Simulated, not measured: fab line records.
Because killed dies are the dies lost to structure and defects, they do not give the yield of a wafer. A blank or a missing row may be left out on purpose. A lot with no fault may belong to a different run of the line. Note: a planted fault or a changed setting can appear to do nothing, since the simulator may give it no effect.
Struck lot and sound lot, side by side | flow gf180mcu | 14 steps out of a route of 602
Sound: these wafers, L155.1, L155.2, L155.3. Wafers struck: L160.1, L160.3, L160.4. The cause is named last.
For every step that has rows: the tool of each side, followed by ch and its chambers, followed by its first start. Under that, the readings that differ: sound wafers | struck wafers | difference of the means | sigmas: that difference in standard deviations of wafers without a fault.
alike: a reading whose means differ by less than 2 such deviations, as well as words and numbers matching on both sides. not compared: withheld readings; readings where some wafer has no value; bounds like >300 that might hide an equal value; numbers whose values overlap and for which the record gives no deviation.
The two part at a step that has a row with sigmas, a row that says differs or no value, or rows on one side only. Numbers that don't overlap but have no deviation are shown without sigmas and don't part them. A reading missing from all wafers of one side parts the sides only when that side holds two or more wafers.

first, 2 steps without rows for these wafers: GF_HV_LDD_PEB_44; GF_HV_LDD_DEVELOP_45 (develop time 60 s).
GF_HV_LDD_CD_MEAS_46: the cd target is 400 nm.
  sound on cd sem-01 at day 16 02:38; struck on cd sem-01 at day 17 16:35
  alike: cd nm
GF_HV_LDD_OVL_MEAS_47:
  sound on overlay-01 at day 16 02:45; struck on overlay-02 at day 17 16:42
  alike: HV_LDD_03_OVL
then, 1 step without rows for these wafers: GF_HV_LDD_IMPLANT_48.
GF_HV_LDD_STRIP_49: strips in O2/N2.
  sound on plasma asher-03 ch 0,1, day 16 02:56; struck on plasma asher-04 ch 0,1, day 17 16:53
  alike: drypump motor current A, heater power w, o2 flow sccm, oes product au, strip time to endpoint s
  not compared: rf hours counter h
GF_HV_LDD_TW_MEAS_50:
  sound on film metro-01 at day 16 03:02; struck on film metro-01 at day 17 17:01
  alike: HV_LDD_4_TW
then, 1 step without rows for these wafers: GF_HV_LDD_CLEAN_51 (cleans in SC1/SC2, time 150 s).
GF_HV_LDD_RTA_52: time 10 s.
  sound on rtp anneal-02 ch 0, day 16 03:08; struck on rtp anneal-01 ch 0, day 17 17:08
  reading            | sound          | struck         | difference | sigmas
  lamp power pct (%) | 32.6 32.5 32.6 | 29.2 29.2 29.3 | -3.3       | -2
  alike: wafer_temp_C_max
GF_HV_LDD_RS_MEAS_53: uses a four-point probe to measure.
  sound on film metro-01 at day 16 03:13; struck on film metro-04 at day 17 17:16
  alike: HV_LDD_RS
then, 1 step without rows for these wafers: GF_HV_LDD_CVD_54 (deposits SiO2 from TEOS, target thk 10 nm, time 75 s).
GF_HV_LDD_THK_MEAS_55:
  sound on film metro-04 at day 16 04:21; struck on film metro-04 at day 17 18:25
  alike: HV_LDD_CVD_54_THK
GF_HV_LDD_CVD_56: deposits Si3N4 from DCS/NH3, target thk 90 nm, time 1543 s.
  sound on lpcvd-01 ch 0, day 16 04:25; struck on lpcvd-02 ch 1, day 17 18:28
  reading                                  | sound             | struck            | difference | sigmas
  spike tc bottom C (C)                    | 791.5 787.6 789.8 | 809.9 809.2 810.4 | +20.2      | +10
  spike tc centre C (C)                    | 771.8 771.8 771.8 | 793.4 795.0 792.5 | +21.8      | +17
  spike tc lower C (C)                     | 768.3 769.1 771.3 | 791.8 793.0 793.2 | +23.1      | +21
  spike tc top C (C)                       | 787.0 787.1 786.1 | 803.9 805.2 804.7 | +17.9      | +9
  spike tc upper C (C)                     | 770.1 768.8 770.3 | 793.0 792.3 791.6 | +22.6      | +21
  zone power bottom pct (%)                | 19.0 19.1 19.3    | 22.8 22.4 23.1    | +3.6       | +4
  model.Si3N4_of_HV_LDD_CVD_56.thk nm (nm) | 89.74 88.92 89.69 | 138 138.5 138     | +49        |
  alike: pressure mtorr
GF_HV_LDD_THK_MEAS_57:
  sound on film metro-01 at day 16 05:50; struck on film metro-04 at day 17 20:07
  reading                | sound          | struck            | difference | sigmas
  HV_LDD_CVD_56_THK (nm) | 89.7 88.9 89.7 | 138.1 138.5 138.1 | +48.8      | +52
  not compared: hold

== WHERE THEY PART ==
Last at GF_HV_LDD_THK_MEAS_57 as far as this record goes, first at GF_HV_LDD_RTA_52.

WHY: what the simulator had put in
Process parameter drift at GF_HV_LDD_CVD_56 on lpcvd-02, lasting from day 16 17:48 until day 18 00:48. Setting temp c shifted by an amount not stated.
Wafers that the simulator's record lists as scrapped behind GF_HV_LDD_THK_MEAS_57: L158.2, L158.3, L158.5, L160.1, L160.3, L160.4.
